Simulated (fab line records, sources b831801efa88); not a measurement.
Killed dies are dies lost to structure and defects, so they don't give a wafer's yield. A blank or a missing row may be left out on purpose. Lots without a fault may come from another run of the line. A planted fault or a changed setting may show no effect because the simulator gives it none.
One fault seen from 2 desks | flow gf180mcu | each desk has only its own numbers; what lay behind them comes last

THE TOOL OWNER'S DESK: cmp-01
The tool's own readings at GF_V3_CMP_26 (polishes, stops on SiO2, t overpolish 15 s, target thk 0 nm): means of the sampled wafers that have a number, for each lot that ran on this tool. A lot is out of limits, marked OUT, if its mean lies more than 4 standard deviations from the usual mean; the brackets give that distance.
Columns: A = edge_zone_pressure_frac at GF_V3_CMP_26, usual 1.000; B = head_pressure_psi at GF_V3_CMP_26, usual 3.501 psi; C = motor_current_A at GF_V3_CMP_26, usual 10.8 A; D = overpolish_run_s at GF_V3_CMP_26, usual 15.000 s; E = time_to_endpoint_s at GF_V3_CMP_26, usual 84 s
lot  | first seen here | A     | B     | C    | D      | E
L371 | day 23 08:47    | 1.003 | 3.507 | 9.7  | 14.995 | 84
L375 | day 24 16:58    | 1.005 | 3.494 | 10.2 | 14.996 | 80
L378 | day 25 10:41    | 1.000 | 3.494 | 10.3 | 14.986 | 85
L379 | day 25 18:23    | 1.003 | 3.505 | 11.3 | 14.996 | 87
L390 | day 28 20:46    | 1.000 | 3.498 | 10.6 | 14.993 | 86
L392 | day 29 07:07    | 0.999 | 3.500 | 10.3 | 15.001 | 84
This desk's finding: nothing out of limits on any of the 6 lots.

THE METROLOGY DESK
What the gauges read, lot by lot, whatever tool the lot ran on: means of the sampled wafers that have a number. A lot is out of limits, marked OUT, if its mean lies more than 4 standard deviations from the usual mean; the brackets give that distance.
Columns: A = V3_W_THK at GF_V3_THK_MEAS_25, usual 338 nm
lot  | first seen here | A
L370 | day 22 13:02    | 337
L371 | day 23 08:41    | 337
L374 | day 24 07:37    | 340
L375 | day 24 16:55    | 337
L377 | day 25 01:46    | 341
L376 | day 25 03:32    | 327
L378 | day 25 10:35    | 347
L379 | day 25 18:17    | 345
L380 | day 25 23:43    | 346
L381 | day 26 05:08    | 343
L382 | day 26 13:36    | 334
L389 | day 28 11:17    | 351
L390 | day 28 20:22    | 339
L391 | day 29 04:46    | 340
L392 | day 29 07:01    | 325
This desk's finding: nothing out of limits on any of the 15 lots.

PUT TOGETHER
The tool owner's desk saw nothing out of limits.
The metrology desk saw nothing out of limits.

WHAT THE SIMULATOR HAD PUT IN
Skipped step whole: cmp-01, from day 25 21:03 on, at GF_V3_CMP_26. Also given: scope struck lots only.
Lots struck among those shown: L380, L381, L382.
